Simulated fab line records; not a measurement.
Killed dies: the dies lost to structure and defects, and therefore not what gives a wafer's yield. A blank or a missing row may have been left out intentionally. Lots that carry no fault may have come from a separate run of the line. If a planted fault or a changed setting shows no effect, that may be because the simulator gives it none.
One fault seen from 2 desks :: flow sky130 :: only its own numbers are on each desk; what lay behind them is given at the end

METROLOGY DESK
What the gauges read, lot by lot, whatever tool the lot ran on: means of the sampled wafers that have a number. Any lot whose mean is over 4 standard deviations away from the usual mean is out of limits and marked OUT; that distance is given in the brackets.
Columns: A = LDD_LDN_TW at SKY_LDD_LDN_TW_MEAS_13, usual 1480
lot: L667
first seen here: day 23 05:25
A: 1478

lot: L669
first seen here: day 24 02:29
A: 1463

lot: L670
first seen here: day 24 09:34
A: 1465

lot: L671
first seen here: day 24 13:32
A: 1492

lot: L672
first seen here: day 25 15:05
A: 1495

lot: L675
first seen here: day 26 12:50
A: 1462

lot: L678
first seen here: day 26 23:13
A: 1570 (+6.9) OUT

lot: L679
first seen here: day 27 19:31
A: 1482

lot: L680
first seen here: day 27 21:08
A: 1555 (+5.7) OUT

lot: L687
first seen here: day 30 05:38
A: 1468

lot: L688
first seen here: day 30 09:02
A: 1487
Per this desk, out of limits: L678, L680; the first was L678, day 26 23:13 (LDD_LDN_TW at SKY_LDD_LDN_TW_MEAS_13). Within limits: L667, L669, L670, L671, L672, L675, L679, L687, L688.

TOOL OWNER'S DESK, implanter-02
For each lot that ran on this tool, the mean over its sampled wafers that have a number, from the tool's own readings at SKY_LDD_LDN_IMPLANT_10. Any lot whose mean is over 4 standard deviations away from the usual mean is out of limits and marked OUT; that distance is given in the brackets.
Columns: A = dose_ions_cm2 at SKY_LDD_LDN_IMPLANT_10, usual 1.25e+13; B = faraday_current_uA at SKY_LDD_LDN_IMPLANT_10, usual 70.4
lot: L667
first seen here: day 23 05:01
A: 1.25e+13
B: 68.9

lot: L669
first seen here: day 24 02:05
A: 1.25e+13
B: 70.4

lot: L670
first seen here: day 24 09:10
A: 1.25e+13
B: 70.3

lot: L672
first seen here: day 25 14:43
A: 1.25e+13
B: 70.9

lot: L675
first seen here: day 26 12:28
A: 1.25e+13
B: 69.8

lot: L678
first seen here: day 26 22:49
A: 2.15e+13 (+99 or more) OUT
B: 121.7 (+37) OUT

lot: L680
first seen here: day 27 20:46
A: 2.15e+13 (+99 or more) OUT
B: 122.1 (+37) OUT
This desk's verdict: out of limits on L678, L680, starting with L678 at day 26 22:49 (dose_ions_cm2 at SKY_LDD_LDN_IMPLANT_10). Within limits: L667, L669, L670, L672, L675.

TAKEN TOGETHER
The tool owner's desk could have raised an alarm at day 26 22:49, on L678, L680.
The metrology desk could have raised an alarm at day 26 23:13, on L678, L680.
On implanter-02, each named lot ran SKY_LDD_LDN_IMPLANT_10.

WHAT THE SIMULATOR HAD INSERTED
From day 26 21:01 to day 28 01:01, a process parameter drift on implanter-02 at SKY_LDD_LDN_IMPLANT_10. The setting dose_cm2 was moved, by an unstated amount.
Lots struck among those shown: L678, L680.
Delay (hours) between the fault's onset and each desk's first out-of-limits reading: 2 at the tool owner's desk, 2 at the metrology desk.
